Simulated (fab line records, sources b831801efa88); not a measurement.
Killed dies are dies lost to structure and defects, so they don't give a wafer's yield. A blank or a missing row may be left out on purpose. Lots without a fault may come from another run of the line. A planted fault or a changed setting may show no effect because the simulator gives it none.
Which tool did it? | flow gf180mcu | 13 lots, 39 wafers sampled, at 3 steps of a route of 602

WHAT THE GAUGES READ, wafer by wafer
GF_TOP_METAL_RS_MEAS_05: measures by four-point-probe. Usual: TOP_METAL_ALCU_RS 0.0328 ohm/sq, standard deviation 0.00032.
lot  | measured     | on            | TOP_METAL_ALCU_RS (ohm/sq) | flag
L846 | day 27 01:20 | film_metro-01 | 0.0333 0.0331 0.0331       |
L847 | day 27 05:26 | film_metro-02 | 0.0329 0.0324 0.0328       |
L848 | day 27 14:41 | film_metro-03 | 0.0326 0.0332 0.0328       |
L850 | day 28 12:28 | film_metro-03 | 0.0323 0.0324 0.0325       |
L849 | day 28 16:28 | film_metro-03 | 0.0334 0.0327 0.0330       |
L851 | day 29 06:20 | film_metro-03 | 0.0330 0.0326 0.0326       |
L854 | day 30 00:51 | film_metro-03 | 0.0326 0.0331 0.0326       |
L855 | day 30 14:27 | film_metro-01 | 0.0328 0.0329 0.0328       |
L862 | day 32 04:10 | film_metro-03 | 0.0322 0.0326 0.0318       |
L863 | day 32 04:30 | film_metro-02 | 0.0325 0.0326 0.0328       |
L866 | day 33 00:10 | film_metro-01 | 0.0330 0.0326 0.0330       |
L868 | day 33 08:41 | film_metro-01 | 0.0330 0.0330 0.0328       |
L869 | day 33 13:12 | film_metro-01 | 0.0327 0.0325 0.0327       |

WHICH TOOL RAN EACH LOT (tool, then ch and the chambers of the sampled wafers, then the start)
lot  | GF_VT_IMPLANT_DEVELOP_17          | GF_V5_SPUTTER_22
L846 | litho_track-04 ch 0, day 6 01:59  | pvd_sputter-02, day 27 00:26
L847 | litho_track-04 ch 0, day 6 08:53  | pvd_sputter-04, day 27 04:31
L848 | litho_track-04 ch 0, day 6 14:13  | pvd_sputter-02, day 27 13:48
L850 | litho_track-04 ch 0, day 7 09:25  | pvd_sputter-02, day 28 11:37
L849 | litho_track-02 ch 0, day 7 09:59  | pvd_sputter-04, day 28 15:34
L851 | litho_track-02 ch 0, day 7 19:20  | pvd_sputter-02, day 29 05:28
L854 | litho_track-03 ch 0, day 8 14:06  | pvd_sputter-01, day 29 23:59
L855 | litho_track-04 ch 0, day 9 03:07  | pvd_sputter-01, day 30 13:33
L862 | litho_track-04 ch 0, day 10 15:53 | pvd_sputter-02, day 32 03:18
L863 | litho_track-04 ch 0, day 10 17:25 | pvd_sputter-04, day 32 03:39
L866 | litho_track-02 ch 0, day 11 11:17 | pvd_sputter-04, day 32 23:18
L868 | litho_track-03 ch 0, day 12 02:47 | pvd_sputter-02, day 33 07:49
L869 | litho_track-03 ch 0, day 12 07:40 | pvd_sputter-01, day 33 11:51
- GF_VT_IMPLANT_DEVELOP_17: develop time 60 s.
- GF_V5_SPUTTER_22: material TiN, target thk 10 nm, time 40 s.

WHAT THE TOOLS THEMSELVES READ (means of the sampled wafers that have a number; where no wafer has one, the mark that the record gives instead)
GF_VT_IMPLANT_DEVELOP_17. Usual: exhaust_pa 44.9 Pa, standard deviation 0.91.
lot  | tool           | exhaust_pa (Pa) | flag
L846 | litho_track-04 | 45.2            |
L847 | litho_track-04 | 45.0            |
L848 | litho_track-04 | 44.8            |
L850 | litho_track-04 | 43.5            |
L849 | litho_track-02 | 44.0            |
L851 | litho_track-02 | 45.6            |
L854 | litho_track-03 | 44.0            |
L855 | litho_track-04 | 43.8            |
L862 | litho_track-04 | 46.1            |
L863 | litho_track-04 | 46.0            |
L866 | litho_track-02 | 45.0            |
L868 | litho_track-03 | 44.8            |
L869 | litho_track-03 | 43.5            |

GF_V5_SPUTTER_22. Usual: throttle_valve_pct 30.0 %, standard deviation 0.96.
lot  | tool           | throttle_valve_pct (%) | flag
L846 | pvd_sputter-02 | 30.2                   |
L847 | pvd_sputter-04 | 29.6                   |
L848 | pvd_sputter-02 | 29.6                   |
L850 | pvd_sputter-02 | 30.0                   |
L849 | pvd_sputter-04 | 29.5                   |
L851 | pvd_sputter-02 | 30.0                   |
L854 | pvd_sputter-01 | 30.5                   |
L855 | pvd_sputter-01 | 31.8                   |
L862 | pvd_sputter-02 | 29.8                   |
L863 | pvd_sputter-04 | 29.7                   |
L866 | pvd_sputter-04 | 29.8                   |
L868 | pvd_sputter-02 | 29.9                   |
L869 | pvd_sputter-01 | 30.9                   |

THE ANSWER, worked out from the rows above alone
Rule: a lot is off if the mean of its wafers that have a number lies more than 3 standard deviations from the usual mean. A lot without any number at a reading at which 4 lots or more have one is off too. The other lots that the step has rows for count as sound. The gauges are gone through in route order, then the tools' own readings, and for those a lot's mean is taken as printed above. The first step at which some lot is off is used, and at that step the reading that is off furthest; a lot without a number counts as furthest.
No lot is off at any reading shown: from this, nothing can be told.

WHAT THE SIMULATOR HAD PUT IN
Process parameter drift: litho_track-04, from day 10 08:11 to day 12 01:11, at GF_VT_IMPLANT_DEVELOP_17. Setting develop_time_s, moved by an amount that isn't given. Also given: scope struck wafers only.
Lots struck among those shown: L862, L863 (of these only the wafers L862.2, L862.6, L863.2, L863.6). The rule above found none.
